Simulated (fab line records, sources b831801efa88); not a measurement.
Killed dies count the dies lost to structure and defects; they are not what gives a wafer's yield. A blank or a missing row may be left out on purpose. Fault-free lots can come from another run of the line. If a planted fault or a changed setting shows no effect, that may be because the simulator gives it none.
The same fault as seen by 2 desks / flow gf180mcu / numbers are kept per desk, each desk with only its own; the story behind them comes last

FOR THE TOOL OWNER'S DESK: litho-track-03
The tool's own readings at GF_V4_DEVELOP_13 (develop time 60 s): means of the sampled wafers that have a number, for each lot that ran on this tool. The brackets show how far a lot's mean lies from the usual mean; more than 4 standard deviations puts the lot out of limits, marked OUT.
Columns: A = developer-temp-C at GF_V4_DEVELOP_13, usual 20.99 C
lot=L880; first seen here=day 25 08:11; A=20.86
lot=L888; first seen here=day 28 01:02; A=21.02
lot=L889; first seen here=day 28 02:16; A=21.83 (+7.7) OUT
lot=L891; first seen here=day 28 18:19; A=21.87 (+8.0) OUT
This desk's finding: out of limits on L889, L891; first on L889, day 28 02:16 (developer-temp-C at GF_V4_DEVELOP_13). Within limits: L880, L888.

METROLOGY DESK
What the gauges read for every lot (on any tool): the sampled wafers with a number, averaged. The brackets show how far a lot's mean lies from the usual mean; more than 4 standard deviations puts the lot out of limits, marked OUT.
Columns: A = V4_OVL at GF_V4_OVL_MEAS_15, usual -2 nm
lot=L879; first seen here=day 25 02:27; A=-2
lot=L880; first seen here=day 25 08:26; A=-7
lot=L881; first seen here=day 25 15:26; A=4
lot=L882; first seen here=day 25 19:27; A=-5
lot=L884; first seen here=day 26 20:52; A=-4
lot=L885; first seen here=day 27 01:38; A=5
lot=L888; first seen here=day 28 01:19; A=-8
lot=L889; first seen here=day 28 02:37; A=-6
lot=L891; first seen here=day 28 18:35; A=3
lot=L894; first seen here=day 29 18:21; A=5
lot=L896; first seen here=day 30 10:40; A=-5
lot=L899; first seen here=day 30 22:03; A=1
lot=L900; first seen here=day 31 09:06; A=2
Finding of this desk: none of the 13 lots has anything out of limits.

PUT TOGETHER
The tool owner's desk had the chance to raise an alarm at day 28 02:16 on L889, L891.
Nothing out of limits was seen by the metrology desk.
The metrology desk holds a record of L889, L891, inside its limits.
All the named lots went through GF_V4_DEVELOP_13 on litho-track-03.

WHAT THE SIMULATOR HAD PUT IN
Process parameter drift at GF_V4_DEVELOP_13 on litho-track-03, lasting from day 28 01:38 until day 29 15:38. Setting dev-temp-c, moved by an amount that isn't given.
Lots struck among those shown: L889, L891.
How many hours passed from the start of the fault until each desk's first out-of-limits reading: the tool owner's desk, 1.
